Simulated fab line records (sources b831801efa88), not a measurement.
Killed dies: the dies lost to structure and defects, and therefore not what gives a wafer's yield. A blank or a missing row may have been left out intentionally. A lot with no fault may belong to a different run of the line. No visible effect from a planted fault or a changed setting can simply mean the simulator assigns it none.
Which tool was responsible? | flow gf180mcu | 42 wafers from 14 lots sampled at 5 of the route's 602 steps

== WHAT THE GAUGES SHOWED, per wafer ==
GF_HV_LDD_RS_MEAS_53: measures by four-point-probe. Usual: HV_LDD_RS 418.2 ohm/sq, standard deviation 0.82.
lot  | measured     | on            | HV_LDD_RS (ohm/sq) | flag
L110 | day 12 19:11 | film_metro-01 | 419.5 419.2 419.1  |
L113 | day 13 08:45 | film_metro-04 | 417.8 418.1 418.6  |
L114 | day 13 23:28 | film_metro-02 | 418.0 418.2 418.5  |
L115 | day 14 03:19 | film_metro-02 | 419.1 418.4 420.3  |
L118 | day 14 15:12 | film_metro-01 | 417.6 416.9 418.4  |
L117 | day 14 16:52 | film_metro-02 | 417.5 417.3 417.2  |
L116 | day 14 17:10 | film_metro-02 | 418.4 417.3 417.0  |
L119 | day 15 08:30 | film_metro-02 | 417.6 417.7 418.5  |
L121 | day 15 22:31 | film_metro-04 | 418.5 417.9 418.2  |
L128 | day 18 07:35 | film_metro-04 | 417.5 418.4 417.6  |
L130 | day 19 06:28 | film_metro-01 | 418.4 418.8 417.3  |
L131 | day 19 07:34 | film_metro-04 | 418.4 418.1 418.1  |
L132 | day 19 17:07 | film_metro-02 | 417.5 417.9 418.6  |
L133 | day 20 00:12 | film_metro-02 | 418.6 418.4 418.9  |

GF_SAB_THK_MEAS_01. Usual: SAB_CVD_00_THK 50.2 nm, standard deviation 0.75.
lot  | measured     | on            | SAB_CVD_00_THK (nm) | flag
L110 | day 14 15:09 | film_metro-04 | 49.4 50.0 51.7      |
L113 | day 15 05:19 | film_metro-04 | 49.4 49.9 49.5      |
L114 | day 15 21:53 | film_metro-04 | 48.7 49.6 49.0      |
L115 | day 16 01:40 | film_metro-03 | 50.2 50.3 50.7      |
L118 | day 16 14:32 | film_metro-03 | 99.5 101.5 98.9     | OFF
L117 | day 16 16:29 | film_metro-01 | 101.3 103.4 103.0   | OFF
L116 | day 16 15:26 | film_metro-04 | 49.9 49.3 49.2      |
L119 | day 17 09:27 | film_metro-01 | 49.7 49.9 50.8      |
L121 | day 17 23:13 | film_metro-03 | 99.3 98.7 101.4     | OFF
L128 | day 20 14:32 | film_metro-03 | 50.0 51.5 50.9      |
L130 | day 21 10:38 | film_metro-03 | 50.4 50.7 51.2      |
L131 | day 21 12:56 | film_metro-01 | 50.9 51.1 50.7      |
L132 | day 21 22:01 | film_metro-04 | 49.6 48.8 50.6      |
L133 | day 22 03:49 | film_metro-01 | 49.7 50.2 49.1      |

GF_SAB_CD_MEAS_09 targets a cd of 420 nm. Usual: cd_nm reads 419.9 nm (standard deviation 1.9).
lot  | measured     | on        | cd_nm (nm)        | flag
L110 | day 15 11:55 | cd_sem-01 | 419.2 419.3 416.8 |
L113 | day 16 01:34 | cd_sem-01 | 417.4 418.5 418.1 |
L114 | day 16 19:28 | cd_sem-02 | 419.6 421.3 421.3 |
L115 | day 16 23:37 | cd_sem-02 | 421.1 422.0 421.2 |
L118 | day 17 13:21 | cd_sem-01 | 419.5 418.8 418.9 |
L117 | day 17 15:06 | cd_sem-02 | 420.4 419.2 421.6 |
L116 | day 17 14:42 | cd_sem-01 | 420.4 418.4 419.0 |
L119 | day 18 08:24 | cd_sem-01 | 422.2 421.5 421.2 |
L121 | day 18 22:44 | cd_sem-02 | 420.9 420.1 420.8 |
L128 | day 21 14:06 | cd_sem-02 | 418.6 420.0 418.3 |
L130 | day 22 10:05 | cd_sem-01 | 422.5 419.0 419.7 |
L131 | day 22 12:19 | cd_sem-01 | 420.3 421.1 419.6 |
L132 | day 22 20:17 | cd_sem-01 | 417.4 416.4 419.6 |
L133 | day 23 02:43 | cd_sem-02 | 423.4 424.4 422.5 |

GF_SAB_OVL_MEAS_10. Usual: SAB_OVL 0.7 nm, standard deviation 1.7.
lot  | measured     | on         | SAB_OVL (nm)   | flag
L110 | day 15 12:00 | overlay-01 | 2.3 2.4 2.1    |
L113 | day 16 01:41 | overlay-02 | -1.1 -1.8 -0.7 |
L114 | day 16 19:35 | overlay-01 | 0.7 0.2 0.8    |
L115 | day 16 23:44 | overlay-01 | 0.2 1.0 -0.3   |
L118 | day 17 13:26 | overlay-01 | 0.7 -1.0 2.0   |
L117 | day 17 15:12 | overlay-01 | -0.8 0.2 -0.3  |
L116 | day 17 14:47 | overlay-01 | 2.2 2.1 1.6    |
L119 | day 18 08:30 | overlay-01 | 0.6 3.5 2.8    |
L121 | day 18 22:51 | overlay-01 | 4.3 5.2 5.2    |
L128 | day 21 14:12 | overlay-02 | -1.6 -1.7 -2.0 |
L130 | day 22 10:11 | overlay-02 | 0.4 1.1 0.2    |
L131 | day 22 12:26 | overlay-02 | 2.5 1.3 2.3    |
L132 | day 22 20:24 | overlay-02 | 0.6 1.2 -0.4   |
L133 | day 23 02:50 | overlay-01 | -0.1 1.2 0.0   |

== WHAT TOOL EACH LOT RAN ON (gives the tool, then ch and the chambers of the sampled wafers, and finally the start) ==
lot  | GF_SAB_CVD_00
L110 | pecvd-01 ch 0,1,2, day 14 15:07
L113 | pecvd-01 ch 1,2, day 15 05:18
L114 | pecvd-02 ch 0,2, day 15 21:51
L115 | pecvd-01 ch 0,1,2, day 16 01:39
L118 | pecvd-03 ch 0,1,2, day 16 14:19
L117 | pecvd-01 ch 0,1, day 16 16:15
L116 | pecvd-02 ch 0,1,2, day 16 15:22
L119 | pecvd-02 ch 1,2, day 17 09:25
L121 | pecvd-02 ch 0,2, day 17 23:01
L128 | pecvd-01 ch 1,2, day 20 14:31
L130 | pecvd-03 ch 0,1,2, day 21 10:36
L131 | pecvd-01 ch 1,2, day 21 12:55
L132 | pecvd-02 ch 1,2, day 21 22:00
L133 | pecvd-02 ch 0,1,2, day 22 03:48
- GF_SAB_CVD_00: deposits SiO2 from TEOS, target thk 50 nm, time 4.9302 s.

== AS READ BY THE TOOLS THEMSELVES (means over the sampled wafers that have a number; for cases with no such wafer, the mark the record gives instead) ==
GF_SAB_CVD_00. Usual: heater_power_w 669 W, standard deviation 69; susceptor_temp_C 399.96 C, standard deviation 0.24.
lot  | tool     | heater_power_w (W) | susceptor_temp_C (C) | flag
L110 | pecvd-01 | 727                | 399.93               |
L113 | pecvd-01 | 641                | 399.71               |
L114 | pecvd-02 | 636                | 400.06               |
L115 | pecvd-01 | 675                | 400.07               |
L118 | pecvd-03 | 665                | 399.91               |
L117 | pecvd-01 | 705                | 400.21               |
L116 | pecvd-02 | 648                | 399.71               |
L119 | pecvd-02 | 622                | 399.75               |
L121 | pecvd-02 | 641                | 400.04               |
L128 | pecvd-01 | 678                | 400.05               |
L130 | pecvd-03 | 689                | 399.93               |
L131 | pecvd-01 | 657                | 400.03               |
L132 | pecvd-02 | 703                | 399.74               |
L133 | pecvd-02 | 637                | 400.04               |

== THE ANSWER, worked out from the rows above alone ==
Rule: a lot is off if the mean of its wafers that have a number lies more than 3 standard deviations from the usual mean. Also off: a lot with no number at a reading for which 4 or more lots have one. Where the step has rows for the other lots, those lots are counted as sound. Order of review: gauges by route order, followed by the tools' own readings, for which a lot's mean as printed above is used. At the first step where some lot is off, the reading lying furthest off is the one used; lots without a number count as furthest.
Off: L118, L117, L121, at GF_SAB_THK_MEAS_01 (SAB_CVD_00_THK).
A tool fits if, at a process step before that reading, it ran every lot that is off, and no sound lot after the first of them. The gauges at GF_SAB_THK_MEAS_01 are tried like those tools. None of those tried fits.

== WHAT WAS PUT IN BY THE SIMULATOR ==
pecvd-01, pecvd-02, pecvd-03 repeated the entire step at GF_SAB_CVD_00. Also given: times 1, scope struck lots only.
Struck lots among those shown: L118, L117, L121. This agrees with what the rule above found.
